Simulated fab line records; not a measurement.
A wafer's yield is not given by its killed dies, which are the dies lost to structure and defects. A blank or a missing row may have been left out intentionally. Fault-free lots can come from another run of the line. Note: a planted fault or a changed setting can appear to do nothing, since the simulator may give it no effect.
Which tool was responsible? / flow sky130 / 7 lots with 21 wafers sampled at 4 steps, on a route of 708 steps

WHAT THE GAUGES SHOWED, per wafer
SKY_LDD_HVN_TW_MEAS_10.
lot=L453; measured=day 22 05:43; on=film-metro-04; LDD_HVN_TW=1451 1465 1457
lot=L455; measured=day 22 05:27; on=film-metro-02; LDD_HVN_TW=1426 1423 1425
lot=L465; measured=day 25 18:30; on=film-metro-02; LDD_HVN_TW=30 30 30
lot=L466; measured=day 25 22:47; on=film-metro-02; LDD_HVN_TW=30 30 30
lot=L468; measured=day 26 21:38; on=film-metro-02; LDD_HVN_TW=1417 1412 1413
lot=L470; measured=day 27 03:04; on=film-metro-02; LDD_HVN_TW=1434 1437 1434
lot=L473; measured=day 28 08:43; on=film-metro-01; LDD_HVN_TW=1391 1404 1396

EACH LOT AND THE TOOL THAT RAN IT (in order: tool; ch and the chambers of the sampled wafers; start)
lot=L453; SKY_POLY_GATE_ETCH_15=rie-diel-02 ch 0,1,2, day 18 03:53; SKY_LDD_P_STRIP_10=plasma-asher-03 ch 0,1, day 20 22:26; SKY_LDD_HVN_STRIP_09=plasma-asher-04 ch 1, day 22 05:37
lot=L455; SKY_POLY_GATE_ETCH_15=rie-diel-01 ch 0,3, day 18 04:23; SKY_LDD_P_STRIP_10=plasma-asher-02 ch 0,1, day 20 22:13; SKY_LDD_HVN_STRIP_09=plasma-asher-02 ch 0,1, day 22 05:21
lot=L465; SKY_POLY_GATE_ETCH_15=rie-diel-03 ch 0,1, day 21 20:17; SKY_LDD_P_STRIP_10=plasma-asher-02 ch 0,1, day 24 12:18; SKY_LDD_HVN_STRIP_09=plasma-asher-02 ch 0,1, day 25 18:25
lot=L466; SKY_POLY_GATE_ETCH_15=rie-diel-02 ch 0,2, day 22 00:47; SKY_LDD_P_STRIP_10=plasma-asher-02 ch 0,1, day 24 17:19; SKY_LDD_HVN_STRIP_09=plasma-asher-04 ch 0,1, day 25 22:42
lot=L468; SKY_POLY_GATE_ETCH_15=rie-diel-01 ch 0,2,3, day 23 00:50; SKY_LDD_P_STRIP_10=plasma-asher-02 ch 0,1, day 25 16:00; SKY_LDD_HVN_STRIP_09=plasma-asher-01 ch 0,1, day 26 21:33
lot=L470; SKY_POLY_GATE_ETCH_15=rie-diel-02 ch 0,2,3, day 23 07:05; SKY_LDD_P_STRIP_10=plasma-asher-02 ch 0,1, day 25 21:17; SKY_LDD_HVN_STRIP_09=plasma-asher-01 ch 0,1, day 27 02:58
lot=L473; SKY_POLY_GATE_ETCH_15=rie-diel-03 ch 0,1,2, day 24 12:46; SKY_LDD_P_STRIP_10=plasma-asher-02 ch 0,1, day 27 03:41; SKY_LDD_HVN_STRIP_09=plasma-asher-04 ch 0,1, day 28 08:37
- SKY_POLY_GATE_ETCH_15: etches BARC in N2/H2, stops on SiO2, time 118.5 s, target depth 110 nm.
- SKY_LDD_P_STRIP_10: strips in O2/N2.
- SKY_LDD_HVN_STRIP_09: strips in O2/N2.

THE ANSWER, worked out from the rows above alone
Rule: what is usual is taken from the lots themselves. The widest of any qualifying gaps counts: lots, ordered by their means at a reading, are off when they make up no more than a third of the lots, leave a main group of 4 or more, and stand apart from it by 3 or more times the standard deviation of that group's means. A main group whose means are all the same, to the digits that the tables above print for the reading, isn't used. A lot without any number at a reading at which 4 lots or more have one is off too. Where the step has rows for the other lots, those lots are counted as sound.
Off: L465, L466, at SKY_LDD_HVN_TW_MEAS_10 (LDD_HVN_TW). Mean 1426 and standard deviation 20 in the main group.
A tool fits if, at a process step before that reading, it ran every lot that is off, and no sound lot after the first of them. Gauges at SKY_LDD_HVN_TW_MEAS_10: tried the same way as those tools. No candidate that was tried fits.

WHAT WAS PUT IN BY THE SIMULATOR
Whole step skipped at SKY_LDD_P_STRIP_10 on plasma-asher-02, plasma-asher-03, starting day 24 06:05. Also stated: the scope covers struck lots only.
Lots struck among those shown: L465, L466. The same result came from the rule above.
